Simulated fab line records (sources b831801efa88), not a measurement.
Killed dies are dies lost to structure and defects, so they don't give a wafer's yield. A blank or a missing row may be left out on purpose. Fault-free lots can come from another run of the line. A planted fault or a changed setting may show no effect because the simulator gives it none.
Which tool did it? | flow sky130 | 39 wafers from 13 lots sampled at 5 of the route's 708 steps

## WHAT THE GAUGES READ, wafer by wafer
SKY_POLY_GATE_CD_MEAS_13: target cd 150 nm. Usual: cd_nm at 150.1 nm, with a standard deviation of 1.1.
lot  | measured     | on        | cd_nm (nm)                          | flag
L543 | day 16 18:19 | cd_sem-02 | 150.6 150.5 151.2                   |
L545 | day 16 20:11 | cd_sem-02 | 148.3 149.2 149.9                   |
L548 | day 17 20:16 | cd_sem-02 | 161.5 162.9 162.1 161.4 162.5 162.0 | OFF
L550 | day 18 13:51 | cd_sem-01 | 150.4 149.4 150.0                   |
L554 | day 20 02:04 | cd_sem-01 | 149.5 149.5 148.7                   |
L557 | day 21 12:17 | cd_sem-01 | 150.3 151.1 150.2                   |
L558 | day 21 19:02 | cd_sem-02 | 149.8 148.6 148.3                   |
L559 | day 22 04:58 | cd_sem-02 | 150.3 150.8 148.4                   |
L560 | day 22 13:35 | cd_sem-01 | 151.8 150.8 151.3                   |
L563 | day 23 06:52 | cd_sem-02 | 150.9 150.3 151.2                   |
L564 | day 23 17:46 | cd_sem-02 | 150.3 152.0 150.8                   |
L565 | day 24 06:29 | cd_sem-02 | 149.3 149.0 151.1                   |
L566 | day 25 02:13 | cd_sem-02 | 151.3 151.7 153.3                   |

SKY_SD_N_CD_MEAS_07: target cd 380 nm. Usual: cd_nm at 380.5 nm, with a standard deviation of 3.
lot  | measured     | on        | cd_nm (nm)        | flag
L543 | day 28 03:12 | cd_sem-02 | 385.4 384.6 384.4 |
L545 | day 28 10:51 | cd_sem-01 | 382.5 380.3 379.6 |
L548 | day 29 05:37 | cd_sem-01 | 380.8 379.5 378.9 |
L550 | day 30 11:47 | cd_sem-02 | 382.2 381.6 382.0 |
L554 | day 31 08:06 | cd_sem-01 | 383.8 385.8 384.4 |
L557 | day 32 13:38 | cd_sem-01 | 380.1 379.0 379.8 |
L558 | day 32 19:17 | cd_sem-01 | 382.2 383.5 384.2 |
L559 | day 33 03:29 | cd_sem-01 | 380.9 379.5 379.3 |
L560 | day 33 14:23 | cd_sem-01 | 380.5 379.9 380.8 |
L563 | day 34 03:43 | cd_sem-02 | 374.4 373.6 374.5 |
L564 | day 34 15:13 | cd_sem-02 | 383.4 382.7 381.6 |
L565 | day 34 22:07 | cd_sem-02 | 382.7 383.5 381.7 |
L566 | day 35 15:08 | cd_sem-02 | 382.1 382.7 382.7 |

SKY_LI_CONTACT_THK_MEAS_01. Usual: LI_CONTACT_HDPCVD_THK gives 948 nm (standard deviation 9.9).
lot  | measured     | on            | LI_CONTACT_HDPCVD_THK (nm) | flag
L543 | day 28 04:32 | film_metro-02 | 938 957 959                |
L545 | day 28 12:11 | film_metro-03 | 935 935 939                |
L548 | day 29 06:56 | film_metro-01 | 928 943 934                |
L550 | day 30 13:06 | film_metro-01 | 942 948 948                |
L554 | day 31 09:29 | film_metro-02 | 959 971 958                |
L557 | day 32 14:56 | film_metro-01 | 946 930 929                |
L558 | day 32 20:39 | film_metro-01 | 943 953 942                |
L559 | day 33 04:46 | film_metro-03 | 947 944 936                |
L560 | day 33 15:42 | film_metro-03 | 961 952 964                |
L563 | day 34 05:02 | film_metro-03 | 959 953 958                |
L564 | day 34 16:32 | film_metro-02 | 953 954 949                |
L565 | day 34 23:26 | film_metro-01 | 962 960 946                |
L566 | day 35 16:27 | film_metro-03 | 952 947 957                |

SKY_LI_CONTACT_BOW_MEAS_03. Usual: LI_CONTACT_BOW gives 56 um (standard deviation 6.8).
lot  | measured     | on            | LI_CONTACT_BOW (um) | flag
L543 | day 28 04:53 | film_metro-03 | 47 49 57            |
L545 | day 28 12:33 | film_metro-02 | 58 57 57            |
L548 | day 29 07:17 | film_metro-01 | 45 66 62            |
L550 | day 30 13:28 | film_metro-01 | 49 68 41            |
L554 | day 31 09:50 | film_metro-03 | 51 62 53            |
L557 | day 32 15:19 | film_metro-01 | 63 58 59            |
L558 | day 32 21:01 | film_metro-03 | 60 61 65            |
L559 | day 33 05:10 | film_metro-03 | 61 64 63            |
L560 | day 33 16:04 | film_metro-03 | 50 52 42            |
L563 | day 34 05:24 | film_metro-02 | 58 42 61            |
L564 | day 34 16:54 | film_metro-02 | 48 56 56            |
L565 | day 34 23:48 | film_metro-03 | 55 66 54            |
L566 | day 35 16:50 | film_metro-02 | 50 61 49            |

## EACH LOT AND THE TOOL THAT RAN IT (in order: tool; ch and the chambers of the sampled wafers; start)
lot  | SKY_POLY_GATE_EXPOSE_10
L543 | krf_scanner-01 ch 0, day 16 03:59
L545 | krf_scanner-02 ch 0, day 16 06:10
L548 | krf_scanner-01 ch 0, day 17 05:29
L550 | krf_scanner-02 ch 0, day 17 23:55
L554 | krf_scanner-01 ch 0, day 19 10:53
L557 | krf_scanner-01 ch 0, day 20 21:28
L558 | krf_scanner-02 ch 0, day 21 03:28
L559 | krf_scanner-01 ch 0, day 21 13:49
L560 | krf_scanner-01 ch 0, day 21 22:20
L563 | krf_scanner-02 ch 0, day 22 15:37
L564 | krf_scanner-01 ch 0, day 23 03:41
L565 | krf_scanner-02 ch 0, day 23 15:55
L566 | krf_scanner-01 ch 0, day 24 11:47
- SKY_POLY_GATE_EXPOSE_10: exposes mask P1M, target cd 150 nm.

## AS READ BY THE TOOLS THEMSELVES (means over the sampled wafers that have a number; for cases with no such wafer, the mark the record gives instead)
The record holds no such reading with a usual standard deviation.

## THE ANSWER, worked out from the rows above alone
Rule: a lot is off if the mean of its wafers that have a number lies more than 3 standard deviations from the usual mean. A lot without any number at a reading at which 4 lots or more have one is off too. Where the step has rows for the other lots, those lots are counted as sound. Order of review: gauges by route order, followed by the tools' own readings, for which a lot's mean as printed above is used. At the first step where some lot is off, the reading lying furthest off is the one used; lots without a number count as furthest.
Off: L548 (SKY_POLY_GATE_CD_MEAS_13, cd_nm).
A tool fits if, at a process step before that reading, it ran every lot that is off, and no sound lot after the first of them. The gauges at SKY_POLY_GATE_CD_MEAS_13 are tried like those tools. No candidate that was tried fits.

## WHAT THE SIMULATOR HAD PUT IN
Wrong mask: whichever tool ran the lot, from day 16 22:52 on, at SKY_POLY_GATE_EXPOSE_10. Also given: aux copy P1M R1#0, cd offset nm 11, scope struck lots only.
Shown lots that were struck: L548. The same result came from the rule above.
